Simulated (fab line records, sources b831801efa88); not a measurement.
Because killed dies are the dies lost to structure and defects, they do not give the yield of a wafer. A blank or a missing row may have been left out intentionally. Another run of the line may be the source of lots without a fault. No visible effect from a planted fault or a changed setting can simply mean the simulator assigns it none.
Which tool was responsible? | flow sky130 | 6 lots with 18 wafers sampled at 4 steps, on a route of 708 steps

== WHAT THE GAUGES READ, wafer by wafer ==
SKY_CAP2M_THK_MEAS_04: measures by xrf.
lot  | measured     | on           | CAP2M_TIN_THK (nm)
L247 | day 39 20:27 | filmMetro-03 | 204.1 203.9 206.2
L253 | day 42 00:32 | filmMetro-01 | 202.0 204.8 202.1
L255 | day 42 09:11 | filmMetro-01 | 202.2 203.6 202.6
L261 | day 45 00:44 | filmMetro-01 | 199.9 200.6 200.4
L266 | day 45 19:04 | filmMetro-02 | 200.5 202.0 200.2
L267 | day 46 01:55 | filmMetro-01 | 203.1 201.8 201.5

== WHICH TOOL RAN EACH LOT (tool, then ch and the chambers of the sampled wafers, then the start) ==
lot  | SKY_VIA3_CMP_02               | SKY_METAL4_SPUTTER_03       | SKY_CAP2M_SPUTTER_02
L247 | cmp-01 ch 2,3, day 38 16:47   | pvdSputter-01, day 39 20:04 | pvdSputter-04, day 39 20:13
L253 | cmp-01 ch 0,1, day 40 20:30   | pvdSputter-02, day 42 00:09 | pvdSputter-04, day 42 00:18
L255 | cmp-02 ch 0,1, day 41 06:49   | pvdSputter-01, day 42 08:47 | pvdSputter-02, day 42 08:56
L261 | cmp-01 ch 0,3, day 44 00:59   | pvdSputter-02, day 45 00:20 | pvdSputter-01, day 45 00:29
L266 | cmp-01 ch 0,1,3, day 44 19:40 | pvdSputter-02, day 45 18:41 | pvdSputter-01, day 45 18:50
L267 | cmp-01 ch 1,2,3, day 45 02:47 | pvdSputter-01, day 46 01:32 | pvdSputter-04, day 46 01:41
- SKY_VIA3_CMP_02: polishes SiO2.
- SKY_METAL4_SPUTTER_03: material Ti, target thk 5 nm, time 3.3 s.
- SKY_CAP2M_SPUTTER_02: material TiN, target thk 200 nm, time 166.7 s.

== THE ANSWER, worked out from the rows above alone ==
Rule: the usual values come from the lots themselves. Put in order of their means at a reading, lots are off if they are a third of the lots or fewer, leave a main group of 4 or more, and stand apart from it by a gap of 3 or more times the standard deviation of the main group's means; of several such gaps the widest counts. If all means in a main group match to the digits the tables above print for the reading, that group is not used. Also off: a lot with no number at a reading for which 4 or more lots have one. Any other lot the step has rows for is counted as sound.
No lot is off on any of the readings shown, so nothing can be concluded from this.

== WHAT HAD BEEN PUT IN BY THE SIMULATOR ==
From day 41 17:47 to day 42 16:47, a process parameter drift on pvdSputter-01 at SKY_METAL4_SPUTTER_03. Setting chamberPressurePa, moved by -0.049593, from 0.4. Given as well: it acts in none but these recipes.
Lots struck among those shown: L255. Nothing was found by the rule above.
